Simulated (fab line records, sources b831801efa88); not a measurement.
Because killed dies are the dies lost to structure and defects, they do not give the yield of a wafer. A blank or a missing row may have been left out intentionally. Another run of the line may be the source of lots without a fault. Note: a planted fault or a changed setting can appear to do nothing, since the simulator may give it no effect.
Which tool is to blame? | flow sky130 | Sampling: 6 lots, 18 wafers, 2 of 708 route steps

== WHAT THE GAUGES SHOWED, per wafer ==
SKY_VT_ADJUST_HVTP_TW_MEAS_11.
lot  | measured     | on            | VT_ADJUST_HVTP_TW
L930 | day 6 20:31  | film_metro-04 | 1363 1353 1354
L932 | day 7 12:49  | film_metro-04 | 1369 1366 1363
L935 | day 8 00:10  | film_metro-03 | 1369 1369 1374
L939 | day 9 00:41  | film_metro-01 | 1357 1360 1371
L943 | day 10 00:05 | film_metro-01 | 1366 1365 1366
L948 | day 11 07:20 | film_metro-01 | 1331 1338 1332

== WHICH TOOL RAN EACH LOT (tool, then ch and the chambers of the sampled wafers, then the start) ==
lot  | SKY_VT_ADJUST_HVTP_IMPLANT_09
L930 | implanter-02 ch 0, day 6 20:16
L932 | implanter-03 ch 0, day 7 12:35
L935 | implanter-01 ch 0, day 7 23:56
L939 | implanter-01 ch 0, day 9 00:27
L943 | implanter-02 ch 0, day 9 23:52
L948 | implanter-02 ch 0, day 11 07:06
- SKY_VT_ADJUST_HVTP_IMPLANT_09

== THE ANSWER, worked out from the rows above alone ==
Rule: what is usual is taken from the lots themselves. The widest of any qualifying gaps counts: lots, ordered by their means at a reading, are off when they make up no more than a third of the lots, leave a main group of 4 or more, and stand apart from it by 3 or more times the standard deviation of that group's means. The tables above print the reading to a certain number of digits; a main group whose means all agree to those digits is not used. Also off: a lot with no number at a reading for which 4 or more lots have one. Any other lot the step has rows for is counted as sound.
Off: L948, seen at SKY_VT_ADJUST_HVTP_TW_MEAS_11 (VT_ADJUST_HVTP_TW). The main group has a mean of 1364 with a standard deviation of 4.6.
A tool fits if, at a process step before that reading, it ran every lot that is off, and no sound lot after the first of them. Gauges at SKY_VT_ADJUST_HVTP_TW_MEAS_11: tried the same way as those tools. Undecided on this evidence; 2 tools fit (implanter-02 at SKY_VT_ADJUST_HVTP_IMPLANT_09, film_metro-01 at SKY_VT_ADJUST_HVTP_TW_MEAS_11).

== WHAT THE SIMULATOR HAD PUT IN ==
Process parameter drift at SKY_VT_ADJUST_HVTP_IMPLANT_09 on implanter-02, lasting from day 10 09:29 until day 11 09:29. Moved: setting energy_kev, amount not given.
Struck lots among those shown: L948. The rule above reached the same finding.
